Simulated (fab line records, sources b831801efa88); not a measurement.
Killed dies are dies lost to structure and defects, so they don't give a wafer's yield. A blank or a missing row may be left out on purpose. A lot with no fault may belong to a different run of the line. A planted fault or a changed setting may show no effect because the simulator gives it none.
What tool caused it?    flow sky130    15 lots with 45 wafers sampled at 6 steps, on a route of 708 steps

== WHAT THE GAUGES SHOWED, per wafer ==
SKY_METAL1_RS_MEAS_05: measures by four-point-probe.
lot   measured      on             METAL1_ALCU_RS (ohm/sq)
L879  day 31 16:09  film_metro-01  0.1258 0.1255 0.1253
L880  day 31 19:34  film_metro-04  0.1273 0.1288 0.1287
L885  day 33 10:03  film_metro-01  8.6479 8.6763 8.6729
L884  day 33 11:25  film_metro-04  8.5712 8.6468 8.5971
L886  day 34 11:07  film_metro-03  8.7310 8.5896 8.7316
L892  day 35 22:49  film_metro-01  0.1249 0.1257 0.1258
L893  day 36 11:34  film_metro-03  0.1268 0.1261 0.1264
L894  day 37 01:16  film_metro-04  0.1280 0.1268 0.1288
L896  day 37 16:35  film_metro-04  0.1271 0.1269 0.1287
L897  day 37 19:39  film_metro-04  0.1290 0.1287 0.1296
L898  day 37 21:14  film_metro-01  0.1284 0.1285 0.1288
L899  day 38 01:27  film_metro-04  0.1270 0.1285 0.1267
L900  day 38 16:41  film_metro-04  0.1278 0.1284 0.1276
L901  day 38 17:46  film_metro-01  0.1293 0.1274 0.1278
L902  day 38 23:40  film_metro-04  0.1270 0.1247 0.1251

SKY_METAL1_THK_MEAS_06: measures by xrf.
lot   measured      on             METAL1_ALCU_THK (nm)
L879  day 31 16:15  film_metro-01  249 251 249
L880  day 31 19:41  film_metro-04  247 244 244
L885  day 33 10:10  film_metro-01  <1 <1 <1
L884  day 33 11:32  film_metro-04  <0 <0 <0
L886  day 34 11:14  film_metro-03  <1 <1 <1
L892  day 35 22:55  film_metro-01  254 250 252
L893  day 36 11:40  film_metro-03  246 246 247
L894  day 37 01:22  film_metro-04  246 247 242
L896  day 37 16:42  film_metro-04  249 249 244
L897  day 37 19:45  film_metro-04  245 244 244
L898  day 37 21:20  film_metro-01  246 244 244
L899  day 38 01:33  film_metro-04  247 244 248
L900  day 38 16:48  film_metro-04  246 245 246
L901  day 38 17:53  film_metro-01  244 248 244
L902  day 38 23:47  film_metro-04  246 252 249

== WHAT TOOL EACH LOT RAN ON (gives the tool, then ch and the chambers of the sampled wafers, and finally the start) ==
lot   SKY_CONTACT_STRIP_19                  SKY_CONTACT_CMP_27             SKY_METAL1_SPUTTER_00         SKY_METAL1_SPUTTER_02
L879  plasma_asher-03 ch 0,1, day 31 14:40  cmp-01 ch 1,2,3, day 31 15:46  pvd_sputter-02, day 31 15:58  pvd_sputter-02, day 31 16:01
L880  plasma_asher-03 ch 0,1, day 31 18:10  cmp-01 ch 0,1,3, day 31 19:07  pvd_sputter-01, day 31 19:25  pvd_sputter-01, day 31 19:28
L885  plasma_asher-01 ch 0,1, day 33 08:32  cmp-02 ch 0,1, day 33 09:40    pvd_sputter-04, day 33 09:55  pvd_sputter-04, day 33 09:58
L884  plasma_asher-02 ch 0,1, day 33 09:59  cmp-01 ch 1,2, day 33 10:58    pvd_sputter-02, day 33 11:16  pvd_sputter-02, day 33 11:19
L886  plasma_asher-03 ch 0,1, day 34 09:44  cmp-01 ch 0,1,2, day 34 10:44  pvd_sputter-01, day 34 10:59  pvd_sputter-01, day 34 11:02
L892  plasma_asher-03 ch 1, day 35 21:20    cmp-01 ch 0,2,3, day 35 22:21  pvd_sputter-01, day 35 22:39  pvd_sputter-01, day 35 22:42
L893  plasma_asher-01 ch 0,1, day 36 10:10  cmp-01 ch 0,3, day 36 11:08    pvd_sputter-02, day 36 11:23  pvd_sputter-02, day 36 11:26
L894  plasma_asher-02 ch 0,1, day 36 23:49  cmp-02 ch 0,1,3, day 37 00:48  pvd_sputter-04, day 37 01:06  pvd_sputter-04, day 37 01:09
L896  plasma_asher-01 ch 0,1, day 37 15:11  cmp-02 ch 0,1,2, day 37 16:08  pvd_sputter-04, day 37 16:26  pvd_sputter-04, day 37 16:29
L897  plasma_asher-03 ch 0,1, day 37 18:13  cmp-02 ch 2,3, day 37 19:10    pvd_sputter-01, day 37 19:28  pvd_sputter-01, day 37 19:31
L898  plasma_asher-01 ch 0,1, day 37 19:47  cmp-01 ch 0,1,2, day 37 20:46  pvd_sputter-01, day 37 21:04  pvd_sputter-01, day 37 21:07
L899  plasma_asher-01 ch 0,1, day 38 00:04  cmp-02 ch 1,2,3, day 38 01:04  pvd_sputter-01, day 38 01:16  pvd_sputter-01, day 38 01:19
L900  plasma_asher-01 ch 1, day 38 15:17    cmp-01 ch 1,2,3, day 38 16:14  pvd_sputter-04, day 38 16:32  pvd_sputter-04, day 38 16:35
L901  plasma_asher-01 ch 0,1, day 38 16:22  cmp-01 ch 0,3, day 38 17:19    pvd_sputter-04, day 38 17:37  pvd_sputter-04, day 38 17:40
L902  plasma_asher-01 ch 0,1, day 38 22:17  cmp-01 ch 1,2,3, day 38 23:14  pvd_sputter-04, day 38 23:32  pvd_sputter-04, day 38 23:35
- SKY_CONTACT_STRIP_19: strips in O2/N2.
- SKY_CONTACT_CMP_27: polishes, stops on SiO2, t overpolish 15 s, target thk 0 nm.
- SKY_METAL1_SPUTTER_00: material Ti, target thk 15 nm, time 10 s.
- SKY_METAL1_SPUTTER_02: material AlCu, target thk 250 nm, time 13.3 s.

== AS READ BY THE TOOLS THEMSELVES (means over the sampled wafers that have a number; for cases with no such wafer, the mark the record gives instead) ==
SKY_CONTACT_STRIP_19.
lot   tool             drypump_motor_current_A (A)  oes_product_au (a.u.)  strip_time_to_endpoint_s (s)
L879  plasma_asher-03  6.0                          0.384                  3.626
L880  plasma_asher-03  6.0                          0.377                  3.621
L885  plasma_asher-01  5.7                          0.383                  3.626
L884  plasma_asher-02  5.1                          0.378                  3.613
L886  plasma_asher-03  5.9                          0.382                  3.581
L892  plasma_asher-03  6.2                          0.379                  3.592
L893  plasma_asher-01  5.7                          0.378                  3.614
L894  plasma_asher-02  5.1                          0.378                  3.593
L896  plasma_asher-01  5.7                          0.381                  3.605
L897  plasma_asher-03  6.0                          0.377                  3.622
L898  plasma_asher-01  5.8                          0.381                  3.624
L899  plasma_asher-01  5.7                          0.380                  3.610
L900  plasma_asher-01  5.7                          0.378                  3.623
L901  plasma_asher-01  5.7                          0.380                  3.629
L902  plasma_asher-01  5.7                          0.381                  3.634

SKY_CONTACT_CMP_27.
lot   tool    motor_current_A (A)  overpolish_run_s (s)  slurry_flow_ml_min  time_to_endpoint_s (s)
L879  cmp-01  11.5                 15.010                149.9               87
L880  cmp-01  10.7                 14.993                149.9               85
L885  cmp-02  11.4                 14.995                149.8               85
L884  cmp-01  11.0                 14.989                149.4               84
L886  cmp-01  10.5                 15.012                149.8               89
L892  cmp-01  11.0                 15.004                150.3               82
L893  cmp-01  11.7                 14.997                149.9               84
L894  cmp-02  11.4                 14.999                149.9               85
L896  cmp-02  11.5                 14.999                149.5               84
L897  cmp-02  11.5                 14.995                150.2               84
L898  cmp-01  10.3                 15.010                150.1               87
L899  cmp-02  11.5                 15.001                149.7               81
L900  cmp-01  11.2                 14.997                150.4               82
L901  cmp-01  11.1                 14.992                150.1               86
L902  cmp-01  11.4                 14.997                150.2               82

SKY_METAL1_SPUTTER_00.
lot   tool            cathode_dc_power_W (W)  chamber_pressure_pa (Pa)  throttle_valve_pct (%)
L879  pvd_sputter-02  2999.7                  0.4002                    31.4
L880  pvd_sputter-01  3000.4                  0.3990                    30.1
L885  pvd_sputter-04  2999.9                  0.4000                    30.1
L884  pvd_sputter-02  3000.5                  0.3996                    29.9
L886  pvd_sputter-01  2999.5                  0.3990                    30.6
L892  pvd_sputter-01  2999.6                  0.4002                    30.7
L893  pvd_sputter-02  3000.2                  0.4002                    31.3
L894  pvd_sputter-04  3000.5                  0.4007                    28.5
L896  pvd_sputter-04  3000.0                  0.3991                    28.4
L897  pvd_sputter-01  2999.7                  0.4004                    30.6
L898  pvd_sputter-01  3000.0                  0.4004                    30.3
L899  pvd_sputter-01  2999.9                  0.3998                    30.0
L900  pvd_sputter-04  3000.0                  0.4003                    28.5
L901  pvd_sputter-04  2999.8                  0.4006                    29.5
L902  pvd_sputter-04  2999.3                  0.4009                    29.6

SKY_METAL1_SPUTTER_02.
lot   tool            cathode_dc_power_W (W)  chamber_pressure_pa (Pa)  throttle_valve_pct (%)
L879  pvd_sputter-02  10599                   0.3995                    31.3
L880  pvd_sputter-01  10599                   0.3995                    30.1
L885  pvd_sputter-04  -                       -                         -
L884  pvd_sputter-02  -                       -                         -
L886  pvd_sputter-01  -                       -                         -
L892  pvd_sputter-01  10600                   0.4009                    30.6
L893  pvd_sputter-02  10599                   0.4002                    31.4
L894  pvd_sputter-04  10598                   0.4001                    28.6
L896  pvd_sputter-04  10602                   0.3994                    28.5
L897  pvd_sputter-01  10601                   0.3996                    30.7
L898  pvd_sputter-01  10599                   0.4006                    30.3
L899  pvd_sputter-01  10599                   0.3999                    30.0
L900  pvd_sputter-04  10601                   0.4001                    28.5
L901  pvd_sputter-04  10600                   0.3994                    29.6
L902  pvd_sputter-04  10599                   0.4007                    29.8

== THE ANSWER, worked out from the rows above alone ==
Rule: the lots themselves supply what counts as usual. The widest of any qualifying gaps counts: lots, ordered by their means at a reading, are off when they make up no more than a third of the lots, leave a main group of 4 or more, and stand apart from it by 3 or more times the standard deviation of that group's means. The tables above print the reading to a certain number of digits; a main group whose means all agree to those digits is not used. Also off: a lot with no number at a reading for which 4 or more lots have one. All remaining lots with rows at the step are treated as sound. The gauges are gone through in route order, then the tools' own readings, and for those a lot's mean is taken as printed above. At the first step where some lot is off, the reading lying furthest off is the one used; lots without a number count as furthest.
Off: L885, L884, L886, seen at SKY_METAL1_RS_MEAS_05 (METAL1_ALCU_RS). Main group: mean 0.1273 ohm/sq, sd 0.0012.
A tool fits if, at a process step before that reading, it ran every lot that is off, and no sound lot after the first of them. The gauges at SKY_METAL1_RS_MEAS_05 aren't tried: what is off there is off at SKY_METAL1_SPUTTER_02 too, on other tools, and a gauge's error can't cause that. Of those tried, none fits.

== WHAT THE SIMULATOR HAD PUT IN ==
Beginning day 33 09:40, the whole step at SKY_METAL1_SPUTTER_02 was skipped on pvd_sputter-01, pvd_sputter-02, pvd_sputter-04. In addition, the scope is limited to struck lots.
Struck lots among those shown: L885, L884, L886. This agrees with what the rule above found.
